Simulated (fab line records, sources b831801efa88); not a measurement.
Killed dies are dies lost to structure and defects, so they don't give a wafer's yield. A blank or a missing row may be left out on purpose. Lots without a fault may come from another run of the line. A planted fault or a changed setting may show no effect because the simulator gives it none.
Problem report in the 8D (eight disciplines) form, filled by code | flow sky130 | the parts of the form that need people (team, actions taken, sign-off) are left out

1. THE PROBLEM
METAL1_ALCU_THK at SKY_METAL1_THK_MEAS_06 reads a mean of 226.2 nm on 1 wafer of 1 lot; wafers without a fault read 255.1 nm with a standard deviation of 2.6. That is -11 standard deviations from the usual mean.
The step: measures by xrf.
First seen on wafer L500.3, day 36 15:14, on film_metro-04. The record holds 30 wafers of 10 lots with a number at this step. Rule for "out", or "out of limits": more than 4 standard deviations from the usual mean. The other wafers with a number count as sound.

2. WHAT IT IS AND WHAT IT IS NOT
question                    | is                | is not
which readings at this step | METAL1_ALCU_THK   | -
which lots                  | L500              | L485, L486, L487, L488, L493, L495, L498, L504, L508
which wafers of those lots  | L500.3            | L500.2, L500.4
read on which gauges        | film_metro-04     | film_metro-02, film_metro-03
when                        | from day 36 15:14 | up to then (23 sound wafers); but 6 sound wafers of L504, L508 came after

3. SUSPECTS, AND WHAT RULES EACH OUT
Counting: a tool at a process step up to the reading stays a suspect if it ran every lot that is out. Sound lots after the first of them don't rule it out here, since some wafers of a struck lot are sound.
- the gauge at SKY_METAL1_THK_MEAS_06: ruled out. All the wafers that are out were read on film_metro-04, but those of them that SKY_METAL1_METAL_ETCH_19 has rows for are out there too, on other tools.
- pvd_sputter-04 at SKY_LI_CONTACT_SPUTTER_20 (material TiN, target thk 20 nm, time 80 s): kept. It ran the lot that is out, L500 (day 34 05:34); its last sound lot up to then is L488 (day 30 15:40).
- pvd_sputter-04 at SKY_METAL1_SPUTTER_04 (material TiN, target thk 70 nm, time 58.3 s): kept. It ran the lot that is out, L500 (day 36 15:03); its last sound lot up to then is L498 (day 35 22:49).
Left after counting: pvd_sputter-04 at SKY_LI_CONTACT_SPUTTER_20, pvd_sputter-04 at SKY_METAL1_SPUTTER_04.

4. THE CAUSE (what the simulator had put in)
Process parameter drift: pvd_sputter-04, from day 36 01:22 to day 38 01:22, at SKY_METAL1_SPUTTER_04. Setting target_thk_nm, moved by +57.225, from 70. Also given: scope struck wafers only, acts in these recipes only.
Counting left 2 suspects, and this tool is among them.

5. THE CHAIN OF EFFECTS, in route order
Each row: a reading whose mean over the struck wafers that have a number lies more than 3 standard deviations from the usual. Only readings for which the record gives a usual standard deviation are gone through. hours: the time from each lot's start at the first step in this table that gives one to its start at this step, as a median over the lots. sigmas: the change in usual standard deviations.
hours | step                     | reading         | usual      | on struck wafers | change | sigmas
0     | SKY_METAL1_THK_MEAS_06   | METAL1_ALCU_THK | 255.1 nm   | 226.2            | -28.9  | -11
26    | SKY_METAL1_METAL_ETCH_19 | oes_product_au  | 0.854 a.u. | 0.881            | +0.027 | +4.8
The process steps in it:
- SKY_METAL1_METAL_ETCH_19: etches the open film in Cl2/BCl3, stops on SiO2, target depth 360 nm, time 78 s.

6. WHAT WOULD HAVE CAUGHT IT SOONER
In this record the first reading out of limits at a measuring or inspecting step was taken at day 36 15:14, 14 hours after the fault began at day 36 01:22.
Of the tool readings at SKY_METAL1_SPUTTER_04 for which the record gives a usual standard deviation, none was out on any struck wafer, so an alarm limit of 4 standard deviations on them would not have fired.
All the lots that are out (1) had begun SKY_METAL1_SPUTTER_04 on pvd_sputter-04 by day 36 15:14. A hold on the tool at that time would have spared none of them.
